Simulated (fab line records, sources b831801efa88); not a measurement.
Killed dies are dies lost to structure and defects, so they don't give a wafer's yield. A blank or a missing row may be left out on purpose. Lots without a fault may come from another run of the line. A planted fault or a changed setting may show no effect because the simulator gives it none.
fab line records | flow sky130
record lots=5 wafers=15 last_day=50
route steps=708 shown VIA2@523 METAL3@532 PAD_OPEN@708
lots that met no fault: from a run of the same line without faults
start_h: hours from the record's first day to the start of the lot's first wafer shown | wait_h: hours since the lot's step before | " the same as in the row above | L1.1+2: a row that stands for several wafers | - no value, or no start given | * or withheld: withheld | < > ~ a bound
route shown NAME@n: a module of which the file shows steps, and the number in the route of the first | usual: mean/standard deviation of fault-free wafers | same: alike in all rows | chamber/n: place in a boat | sites: the reading at each site | _std_site: their standard deviation | _edge_site: outer sites' mean less inner sites' | radius_mm: how far each site lies from the wafer's centre | mask NAME#n: copy n | behind: the tool/chamber that last shaped the wafer | hold: why the lot was held/for how many hours/how that ended | device: the transistor (n, p or np) that didn't switch | end of line: the same wafers' tests at the end of the route | a step without rows: its recipe alone | killed: dies lost to structure and defects at the first sort, not the wafer's yield | map: a wafer's dies, x killed, . not, _ none there
set.NAME: the setting as run; set.NAME@STEP: as run at that earlier step | model.NAME: the simulator's own value behind a step, which no gauge read
lots at some steps of the route; a table a step, a row a wafer
services: from which hour (start_h, from the record's first day; less than 0 if before it) a tool's chamber was out of use, for how many hours, and why
## steps
# step SKY_VIA2_STRIP_16
# recipe chemistry=O2/N2 power_w=1400 pressure_mtorr=1500 platen_temp_c=withheld o2_flow_sccm=3000 n2_flow_sccm=300 overash_fraction=0.5
# usual drypump_motor_current_A=5.5/0.46 oes_product_au=0.399/0.0046 strip_time_to_endpoint_s=4.048/0.022
# same overash_fraction=0.5
# columns lot.wafer tool chamber start_h wait_h drypump_motor_current_A oes_product_au rf_hours_counter_h strip_time_to_endpoint_s
L946.3 plasma_asher-02 1 889.07 0.1 5.5 0.401 - 4.056
L946.5 " 1 " " 5.6 0.406 - 4.053
L946.6 " 0 " " 6.3 0.402 - 4.041
L945.1 plasma_asher-02 0 891.38 0.0 6.3 0.404 47 4.052
L945.2 " 1 " " 5.5 0.395 47 4.059
L945.6 " 0 " " 6.3 0.402 - 4.096
L950.2 plasma_asher-03 1 917.83 0.0 5.3 0.398 105 4.029
L950.4 " 1 " " 5.3 0.394 - 4.010
L950.6 " 1 " " 5.3 0.398 - 4.080
L951.3 plasma_asher-03 0 925.83 0.1 5.5 0.399 - 4.004
L951.4 " 1 " " 5.3 0.398 - 4.001
L951.5 " 0 " " 5.5 0.397 - 4.068
L962.1 plasma_asher-03 1 1005.35 0.0 5.3 0.407 115 4.028
L962.4 " 1 " " 5.3 0.399 - 4.027
L962.5 " 0 " " 5.5 0.408 - 4.059
# step SKY_VIA2_STRIP_17
# recipe chemistry=post_etch_residue_remover time_s=1200 temp_c=72.5
# step SKY_VIA2_CLEAN_18
# recipe chemistry=IPA time_s=180 temp_c=25
# step SKY_VIA2_CLEAN_19
# recipe chemistry=O3/DIW dry=n2_spin
# step SKY_VIA2_SPUTTER_20
# recipe material=TiN target_thk_nm=20 chamber_pressure_pa=5 power_w=4000 time_s=80
# step SKY_VIA2_CVD_21
# recipe material=W target_thk_nm=420 time_s=126.4 temp_c=400 pressure_torr=40
# step SKY_VIA2_RS_MEAS_22
# recipe thk_meas_gauge=four-point-probe reads=W_of_VIA2_CVD_21+TiN_of_VIA2_SPUTTER_20
# usual VIA2_W_RS=0.273/0.0037
# columns lot.wafer tool chamber start_h wait_h VIA2_W_RS[ohm/sq]
L946.3 film_metro-03 - 890.35 0.1 0.278
L946.5 " - " " 0.275
L946.6 " - " " 0.275
L945.1 film_metro-02 - 892.35 0.1 0.279
L945.2 " - " " 0.274
L945.6 " - " " 0.274
L950.2 film_metro-02 - 918.64 0.1 0.274
L950.4 " - " " 0.274
L950.6 " - " " 0.270
L951.3 film_metro-01 - 926.66 0.1 0.270
L951.4 " - " " 0.276
L951.5 " - " " 0.271
L962.1 film_metro-02 - 1006.17 0.1 0.277
L962.4 " - " " 0.267
L962.5 " - " " 0.268
# step SKY_VIA2_THK_MEAS_23
# recipe thk_meas_gauge=xrf reads=W_of_VIA2_CVD_21
# usual VIA2_W_THK=418/6.8
# columns lot.wafer tool chamber start_h wait_h VIA2_W_THK[nm]
L946.3 film_metro-03 - 890.45 0.1 403
L946.5 " - " " 410
L946.6 " - " " 406
L945.1 film_metro-02 - 892.47 0.1 407
L945.2 " - " " 417
L945.6 " - " " 418
L950.2 film_metro-02 - 918.75 0.1 420
L950.4 " - " " 419
L950.6 " - " " 427
L951.3 film_metro-01 - 926.76 0.1 421
L951.4 " - " " 414
L951.5 " - " " 419
L962.1 film_metro-02 - 1006.29 0.1 413
L962.4 " - " " 429
L962.5 " - " " 426
# step SKY_VIA2_CMP_24
# recipe stop_on=SiO2 t_overpolish_s=20 down_force_psi=3.5 platen_rpm=60 target_thk_nm=0 pad_velocity_m_s=0.94248
# usual motor_current_A=11.2/0.89 overpolish_run_s=19.999/0.0094 slurry_filter_dp_kPa=13.49/0.13 slurry_flow_ml_min=150.0/0.51 time_to_endpoint_s=104/3.8
# columns lot.wafer tool chamber start_h wait_h motor_current_A overpolish_run_s slurry_filter_dp_kPa slurry_flow_ml_min time_to_endpoint_s
L946.3 cmp-02 0 890.70 0.2 12.4 20.009 13.50 150.0 96
L946.5 " 2 " " 10.9 19.994 13.56 149.8 105
L946.6 " 3 " " 10.2 19.999 13.74 149.7 105
L945.1 cmp-02 0 892.53 0.1 13.1 19.988 13.69 150.1 103
L945.2 " 3 " " 9.6 20.001 13.74 149.3 110
L945.6 " 1 " " 11.1 20.005 13.57 150.0 109
L950.4 cmp-01 1 918.90 0.1 10.8 19.999 13.30 150.1 105
L950.2 " 2 " " 12.3 20.006 13.54 149.9 106
L950.6 " 3 " " 10.9 19.999 13.35 150.4 103
L951.4 cmp-01 0 927.05 0.3 11.6 20.005 13.42 149.8 98
L951.3 " 1 " " 10.2 20.000 13.47 150.5 108
L951.5 " 0 " " 11.6 20.001 13.16 149.2 102
L962.1 cmp-01 1 1006.35 0.1 11.4 19.988 13.59 149.2 107
L962.4 " 3 " " 10.5 19.987 13.44 150.0 100
L962.5 " 2 " " 11.9 20.010 13.43 150.4 104
# step SKY_METAL3_SPUTTER_00
# recipe material=Ti target_thk_nm=15 power_w=3000 time_s=10 chamber_pressure_pa=0.4
# usual throttle_valve_pct=30.2/1.2
# columns lot.wafer tool chamber start_h wait_h throttle_valve_pct
L946.3 pvd_sputter-04 - 890.90 0.1 29.5
L946.5 " - " " 29.6
L946.6 " - " " 28.1
L945.1 pvd_sputter-02 - 892.83 0.2 30.3
L945.2 " - " " 31.3
L945.6 " - " " 31.4
L950.2 pvd_sputter-04 - 919.10 0.1 29.5
L950.4 " - " " 30.0
L950.6 " - " " 27.9
L951.3 pvd_sputter-02 - 927.35 0.2 31.7
L951.4 " - " " 30.2
L951.5 " - " " 31.4
L962.1 pvd_sputter-02 - 1006.68 0.3 29.9
L962.4 " - " " 31.3
L962.5 " - " " 31.3
# step SKY_METAL3_SPUTTER_01
# recipe material=TiN target_thk_nm=20 power_w=6500 time_s=16.7 chamber_pressure_pa=0.4
# usual throttle_valve_pct=30.2/1.2
# columns lot.wafer tool chamber start_h wait_h throttle_valve_pct
L946.3 pvd_sputter-04 - 890.92 0.0 29.8
L946.5 " - " " 30.0
L946.6 " - " " 28.0
L945.1 pvd_sputter-02 - 892.85 0.0 30.1
L945.2 " - " " 31.1
L945.6 " - " " 31.2
L950.2 pvd_sputter-04 - 919.12 0.0 29.8
L950.4 " - " " 29.9
L950.6 " - " " 27.8
L951.3 pvd_sputter-02 - 927.37 0.0 31.3
L951.4 " - " " 30.2
L951.5 " - " " 30.9
L962.1 pvd_sputter-02 - 1006.70 0.0 29.9
L962.4 " - " " 31.6
L962.5 " - " " 31.2
# step SKY_METAL3_SPUTTER_02
# recipe material=AlCu target_thk_nm=735 power_w=10600 time_s=39.1 chamber_pressure_pa=0.4
# step SKY_METAL3_SPUTTER_03
# recipe material=Ti target_thk_nm=5 power_w=3000 time_s=3.3 chamber_pressure_pa=0.4
# usual throttle_valve_pct=30.2/1.2
# columns lot.wafer tool chamber start_h wait_h throttle_valve_pct model.Ti_of_METAL3_SPUTTER_03.thk_nm
L946.3 pvd_sputter-04 - 890.99 0.0 29.6 5.064
L946.5 " - " " 29.4 5.164
L946.6 " - " " 27.9 5.124
L945.1 pvd_sputter-02 - 892.92 0.0 30.1 4.805
L945.2 " - " " 31.4 4.915
L945.6 " - " " 31.3 4.898
L950.2 pvd_sputter-04 - 919.18 0.0 29.8 4.972
L950.4 " - " " 29.8 4.882
L950.6 " - " " 27.5 5.05
L951.3 pvd_sputter-02 - 927.43 0.0 31.1 4.902
L951.4 " - " " 30.1 4.851
L951.5 " - " " 31.3 4.884
L962.1 pvd_sputter-02 - 1006.76 0.0 29.9 3.533
L962.4 " - " " 31.3 5.002
L962.5 " - " " 31.3 4.873
# step SKY_METAL3_SPUTTER_04
# recipe material=TiN target_thk_nm=70 power_w=6500 time_s=58.3 chamber_pressure_pa=0.4
# usual throttle_valve_pct=30.2/1.2
# columns lot.wafer tool chamber start_h wait_h throttle_valve_pct
L946.3 pvd_sputter-04 - 891.00 0.0 29.4
L946.5 " - " " 29.4
L946.6 " - " " 27.9
L945.1 pvd_sputter-02 - 892.93 0.0 29.8
L945.2 " - " " 31.5
L945.6 " - " " 31.2
L950.2 pvd_sputter-04 - 919.20 0.0 29.9
L950.4 " - " " 29.9
L950.6 " - " " 27.5
L951.3 pvd_sputter-02 - 927.45 0.0 31.5
L951.4 " - " " 30.0
L951.5 " - " " 31.5
L962.1 pvd_sputter-02 - 1006.78 0.0 29.9
L962.4 " - " " 31.0
L962.5 " - " " 31.3
# step SKY_PAD_OPEN_PROBE_99
# usual defect_limited_yield=83.0/2 killed_at_M0_to_M3=43/7.1 killed_at_M4_up=3.1/1.7 killed_at_contacts=23/5.1 killed_at_front_end=14/4.4 killed_at_other=0.3/0.47 killed_dies=84/9.9 killed_open=45/6.6 killed_short=38/6.8 sort_bin_3_pad_short=0.8/0.4 sort_bin_5_function=10.1/1.4 sort_bin_6_memory=6.1/1.2 sort_n_pass=408/9.9 sort_yield_pct=83.0/2
# same gross_dies=492 killed_at_back_side=0 sort_bin_4_leakage[%]=0 sort_bin_8_speed[%]=0
# columns lot.wafer tool chamber start_h wait_h defect_limited_yield[%] killed_at_M0_to_M3 killed_at_M4_up killed_at_contacts killed_at_front_end killed_at_other killed_dies killed_open killed_short sort_bin_3_pad_short[%] sort_bin_5_function[%] sort_bin_6_memory[%] sort_n_pass sort_yield_pct[%]
L946.3 prober-01 - 1108.37 0.2 84.6 42 2 22 10 0 76 38 38 1.2 9.8 4.5 416 84.6
L946.5 prober-01 - 1108.47 0.2 81.7 51 4 18 17 0 90 49 41 1.0 9.8 7.5 402 81.7
L946.6 prober-01 - 1108.52 0.2 81.1 45 4 25 19 0 93 50 43 0.8 9.6 8.5 399 81.1
L945.1 prober-01 - 1111.13 0.1 82.7 36 1 27 21 0 85 36 49 0.6 11.0 5.7 407 82.7
L945.2 prober-01 - 1111.18 0.1 81.9 42 1 25 21 0 89 51 38 0.6 11.2 6.3 403 81.9
L945.6 prober-01 - 1111.38 0.2 85.6 28 3 23 17 0 71 41 30 0 10.0 4.5 421 85.6
L951.3 prober-01 - 1138.53 0.2 82.5 47 4 21 14 0 86 53 33 0.2 10.8 6.5 406 82.5
L951.4 prober-01 - 1138.58 0.2 82.3 46 4 24 13 0 87 48 39 1.0 11.2 5.5 405 82.3
L951.5 prober-01 - 1138.63 0.2 83.3 49 1 24 8 0 82 47 35 1.0 10.2 5.5 410 83.3
# killed by level:class
L946.3 CONTACT:geometric_particle:open=9 METAL1:geometric_particle:short=8 METAL2:geometric_particle:short=7 VIA2:geometric_particle:open=6 VIA1:geometric_particle:open=6 CONTACT:geometric_particle:short=5 VIA3:geometric_particle:open=4 FIELD_ISO:geometric_particle:open=3
L946.5 VIA1:geometric_particle:open=12 VIA3:geometric_particle:open=8 FIELD_ISO:geometric_particle:short=7 VIA1:geometric_particle:short=7 VIA2:geometric_particle:open=7 CONTACT:geometric_particle:short=6 FIELD_ISO:geometric_particle:open=6 LI_CONTACT:geometric_particle:open=6
L946.6 LI_CONTACT:geometric_particle:open=9 VIA1:geometric_particle:open=9 CONTACT:geometric_particle:open=7 METAL1:geometric_particle:short=7 VIA2:geometric_particle:open=7 POLY_GATE:geometric_particle:short=6 FIELD_ISO:geometric_particle:short=5 CONTACT:geometric_particle:short=5
L945.1 FIELD_ISO:geometric_particle:short=10 FIELD_ISO:geometric_particle:open=8 CONTACT:geometric_particle:open=8 LI_CONTACT:geometric_particle:open=7 METAL2:geometric_particle:short=7 VIA1:geometric_particle:open=6 LI_CONTACT:geometric_particle:short=5 VIA1:geometric_particle:short=4
L945.2 VIA1:geometric_particle:open=12 VIA3:geometric_particle:open=10 CONTACT:geometric_particle:open=9 METAL2:geometric_particle:short=8 LOCAL_INTERCONNECT:geometric_particle:short=7 FIELD_ISO:geometric_particle:short=6 FIELD_ISO:geometric_particle:open=4 VIA2:geometric_particle:open=4
L945.6 LI_CONTACT:geometric_particle:open=9 FIELD_ISO:geometric_particle:open=7 CONTACT:geometric_particle:open=6 VIA1:geometric_particle:open=6 FIELD_ISO:geometric_particle:short=4 VIA1:geometric_particle:short=3 METAL1:geometric_particle:short=3 POLY_GATE:geometric_particle:short=3
L951.3 VIA2:geometric_particle:open=11 CONTACT:geometric_particle:open=10 VIA1:geometric_particle:open=10 VIA3:geometric_particle:open=6 METAL1:geometric_particle:short=6 POLY_GATE:geometric_particle:short=4 LI_CONTACT:geometric_particle:open=4 METAL2:geometric_particle:short=4
L951.4 VIA1:geometric_particle:open=10 CONTACT:geometric_particle:open=8 METAL1:geometric_particle:short=7 METAL2:geometric_particle:short=6 LI_CONTACT:geometric_particle:open=5 VIA2:geometric_particle:open=5 VIA3:geometric_particle:open=5 CONTACT:geometric_particle:short=4
L951.5 VIA1:geometric_particle:open=13 LI_CONTACT:geometric_particle:open=10 METAL1:geometric_particle:short=7 VIA3:geometric_particle:open=6 VIA2:geometric_particle:open=6 LI_CONTACT:geometric_particle:short=5 CONTACT:geometric_particle:open=5 VIA1:geometric_particle:short=4
## services
# columns tool chamber start_h hours kind
cmp-01 - 871.73 7.7 pm
cmp-02 - 880.56 7.6 pm
pvd_sputter-04 - 881.61 1.2 repair
pvd_sputter-02 3 895.53 - consumable_replace:kit
pvd_sputter-02 3 895.53 18.0 scheduled_down
pvd_sputter-02 3 895.53 18.0 vent_cycle
pvd_sputter-02 - 898.36 3.4 repair
cmp-02 - 912.02 4.0 pm
cmp-02 - 914.58 6.1 repair
cmp-02 - 916.02 - consumable_replace:conditioner
cmp-02 - 916.02 - consumable_replace:pad
cmp-02 - 926.61 0.6 repair
pvd_sputter-04 1 935.26 - consumable_replace:kit
pvd_sputter-04 1 935.26 18.0 scheduled_down
pvd_sputter-04 1 935.26 18.0 vent_cycle
cmp-02 - 938.89 0.2 repair
plasma_asher-02 - 938.96 2.8 pm
pvd_sputter-04 - 955.68 3.5 repair
pvd_sputter-02 - 959.63 1.3 repair
plasma_asher-02 - 986.51 2.1 repair
## key
first_sign none at tools or gauges
model_effect step=SKY_METAL3_SPUTTER_03 value=Ti_of_METAL3_SPUTTER_03.thk_nm without=4.97 struck=3.533
met_at SKY_METAL3_SPUTTER_03
struck_wafers L962.1
onset_between 927.43 1006.76
fault kind=process_parameter_drift tool=pvd_sputter-02 chamber=- onset_h=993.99 steps=SKY_METAL3_SPUTTER_03 channel=target_thk_nm offset=-1.4365 shape=step end_h=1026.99 acts_in=these_recipes_only stated=5 scope=struck_wafers_only
